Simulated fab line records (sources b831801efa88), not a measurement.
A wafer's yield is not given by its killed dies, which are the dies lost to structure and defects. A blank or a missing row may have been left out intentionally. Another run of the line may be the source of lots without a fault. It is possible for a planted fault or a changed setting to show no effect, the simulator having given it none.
Struck lot and sound lot, side by side || flow sfq line || 41 out of 325 route steps
Sound: wafers L908.1, L908.3, L908.4. The struck wafers were L906.1, L906.4, L906.5. The cause is named last.
Order at every step that has rows: each side's tool, ch and its chambers, its first start. Under that, the readings that differ: sound wafers || struck wafers || difference of the means || sigmas: that difference in standard deviations of wafers without a fault.
alike: readings with means less than 2 such deviations apart, plus words and numbers identical on both sides. not compared: withheld readings, readings lacking a value on some wafer, bounds such as >300 that could conceal the same value, and numbers that have no deviation in the record and whose values overlap.
A row with sigmas, a row that says differs or no value, or rows on one side alone: a step with any of these is where the two part. Non-overlapping numbers with no deviation appear without sigmas and do not part them. A reading missing from all wafers of one side parts the sides only when that side holds two or more wafers.

first, 1 step without rows for these wafers: SFQ_TRILAYER_M1_DEP_PRE_CLEAN_038 (time 22.5 s).
SFQ_TRILAYER_M1_DEP_SPUTTER_037: material Nb, target thk 200 nm, time 133.3 s.
  sound on pvd sputter-05 at day 22 04:35; struck on pvd sputter-05 at day 20 01:28
  alike: base pressure pa, substrate temp c, throttle valve pct
SFQ_M1_RS_MEAS_909: uses a four-point probe to measure.
  sound on film metro-03 at day 22 04:40; struck on film metro-04 at day 20 01:34
  alike: M1_NB_RS
then, 6 steps without rows for these wafers: SFQ_TRILAYER_M1_LITHO_COAT_044 (resist thk 62 nm); SFQ_TRILAYER_M1_LITHO_COAT_039 (resist thk 600 nm); SFQ_TRILAYER_M1_LITHO_SOFTBAKE_043; SFQ_TRILAYER_M1_LITHO_EXPOSE_040 (exposes mask M1, target cd 500 nm); SFQ_TRILAYER_M1_LITHO_PEB_042 (peb time 60 s); SFQ_TRILAYER_M1_LITHO_DEVELOP_041 (time 60 s).
-- the record jumps here: 7 days lie between the struck wafers' starts before and after --
SFQ_M1_OVL_MEAS_911:
  sound on overlay-02 at day 29 17:28; struck on overlay-01 at day 27 00:12
  alike: M1_OVL
then, 1 step without rows for these wafers: SFQ_TRILAYER_M1_BARC_OPEN_METAL_ETCH_054 (etches BARC in O2, target depth 125 nm, time 41.7 s).
SFQ_TRILAYER_M1_ETCH_METAL_ETCH_042: etches Nb in Cl2/Ar, stops on SiO2, target depth 240 nm, time 120 s.
  sound on rie metal-03 ch 0,1, day 29 17:34; struck on rie metal-03 ch 0,1, day 27 00:18
  no value came back on the struck wafers for bias w (W), chamber pressure mTorr (mTorr), drypump motor current A (A), oes product au (a.u.); on the sound wafers bias w (W) reads 79.84 79.75 80.15
{"reading": "model.KrF_of_TRILAYER_M1_LITHO_COAT_039.thk nm (nm)", "sound": "387.8 385.9 385.3", "struck": "528.5 527.5 529.1", "difference": "+142.0", "sigmas": ""}
  not compared: rf hours counter h
SFQ_TRILAYER_M1_STRIP_STRIP_043: strips in O2.
  sound on rie metal-03 ch 0,1, day 29 17:42; struck on rie metal-03 ch 0,1, day 27 00:25
  alike: drypump motor current A, oes product au
  not compared: rf hours counter h
then, 3 steps without rows for these wafers: SFQ_TRILAYER_M1_STRIP_SOLV_CLEAN_044 (cleans in NMP, time 600 s); SFQ_TRILAYER_I1_DEP_PECVD_045 (deposits SiO2 from SiH4/N2O, time 111.11 s, target thk 500 nm); SFQ_TRILAYER_I1_CMP_CMP_046 (polishes SiO2).
SFQ_I1_BOW_MEAS_912:
  sound on film metro-02 at day 29 23:53; struck on film metro-01 at day 27 04:17
  alike: I1_BOW
then, 7 steps without rows for these wafers: SFQ_TRILAYER_I1_METRO_MEASURE_047; SFQ_TRILAYER_I1_VIA_LITHO_COAT_054 (resist thk 62 nm); SFQ_TRILAYER_I1_VIA_LITHO_COAT_049 (resist thk 650 nm); SFQ_TRILAYER_I1_VIA_LITHO_SOFTBAKE_053; SFQ_TRILAYER_I1_VIA_LITHO_EXPOSE_050 (exposes mask I1, target cd 500 nm); SFQ_TRILAYER_I1_VIA_LITHO_PEB_052 (peb time 60 s); SFQ_TRILAYER_I1_VIA_LITHO_DEVELOP_051 (time 60 s).
SFQ_I1_OVL_MEAS_913:
  sound on overlay-01 at day 36 10:52; struck on overlay-02 at day 28 20:57
  alike: I1_OVL
SFQ_TRILAYER_I1_VIA_BARC_OPEN_VIA_ETCH_071: etches BARC in O2, target depth 125 nm, time 41.7 s.
  sound on rie diel-04 ch 0,1,2, day 36 10:55; struck on rie diel-04 ch 1,2,3, day 28 20:59
  alike: bias w, chamber pressure mTorr, drypump motor current A, oes product au
  not compared: rf hours counter h
SFQ_TRILAYER_I1_VIA_ETCH_VIA_ETCH_052: etches SiO2 in CHF3, stops on Nb, target depth 260 nm.
  sound on rie diel-04 ch 0,1,2, day 36 10:57; struck on rie diel-04 ch 1,2,3, day 28 21:02
  alike: bias w, chamber pressure mTorr, drypump motor current A, oes product au
then, 3 steps without rows for these wafers: SFQ_TRILAYER_I1_VIA_STRIP_STRIP_053 (strips in O2); SFQ_TRILAYER_I1_VIA_STRIP_SOLV_CLEAN_054 (cleans in NMP, time 600 s); SFQ_TRILAYER_M2_DEP_PRE_CLEAN_056 (time 22.5 s).
SFQ_TRILAYER_M2_DEP_SPUTTER_055: material Nb, target thk 200 nm, time 133.3 s.
  sound on pvd sputter-06 at day 36 11:52; struck on pvd sputter-05 at day 28 21:56
  alike: base pressure pa, substrate temp c, throttle valve pct
SFQ_M2_RS_MEAS_914: uses a four-point probe to measure.
  sound on film metro-03 at day 36 11:58; struck on film metro-03 at day 28 22:02
  alike: M2_NB_RS
then, 6 steps without rows for these wafers: SFQ_TRILAYER_M2_LITHO_COAT_062 (resist thk 62 nm); SFQ_TRILAYER_M2_LITHO_COAT_057 (resist thk 604.6 nm); SFQ_TRILAYER_M2_LITHO_SOFTBAKE_061; SFQ_TRILAYER_M2_LITHO_EXPOSE_058 (exposes mask M2, target cd 500 nm); SFQ_TRILAYER_M2_LITHO_PEB_060 (peb time 60 s); SFQ_TRILAYER_M2_LITHO_DEVELOP_059 (time 60 s).
SFQ_M2_OVL_MEAS_916:
  sound on overlay-01 at day 36 15:46; struck on overlay-02 at day 29 05:21
  alike: M2_OVL
then, 1 step without rows for these wafers: SFQ_TRILAYER_M2_BARC_OPEN_METAL_ETCH_077 (etches BARC in O2, target depth 125 nm, time 41.7 s).
-- the record jumps here: 59 days lie between the struck wafers' starts before and after --
SFQ_M8_BOW_MEAS_951:
  sound on film metro-03 at day 88 15:52; struck on film metro-03 at day 88 04:58
{"reading": "model.etest.m1.comb log10 ohm", "sound": "12 12 12", "struck": "0 0 0", "difference": -12, "sigmas": ""}
  alike: M8_BOW

WHERE THEY PART
SFQ_TRILAYER_M1_ETCH_METAL_ETCH_042 only, going by this record. Later steps at which nothing parts them and some readings are alike: SFQ_TRILAYER_M1_STRIP_STRIP_043, SFQ_I1_BOW_MEAS_912, SFQ_I1_OVL_MEAS_913, SFQ_TRILAYER_I1_VIA_BARC_OPEN_VIA_ETCH_071, SFQ_TRILAYER_I1_VIA_ETCH_VIA_ETCH_052, SFQ_TRILAYER_M2_DEP_SPUTTER_055, SFQ_M2_RS_MEAS_914, SFQ_M2_OVL_MEAS_916, SFQ_M8_BOW_MEAS_951.

WHY: what the simulator had put in
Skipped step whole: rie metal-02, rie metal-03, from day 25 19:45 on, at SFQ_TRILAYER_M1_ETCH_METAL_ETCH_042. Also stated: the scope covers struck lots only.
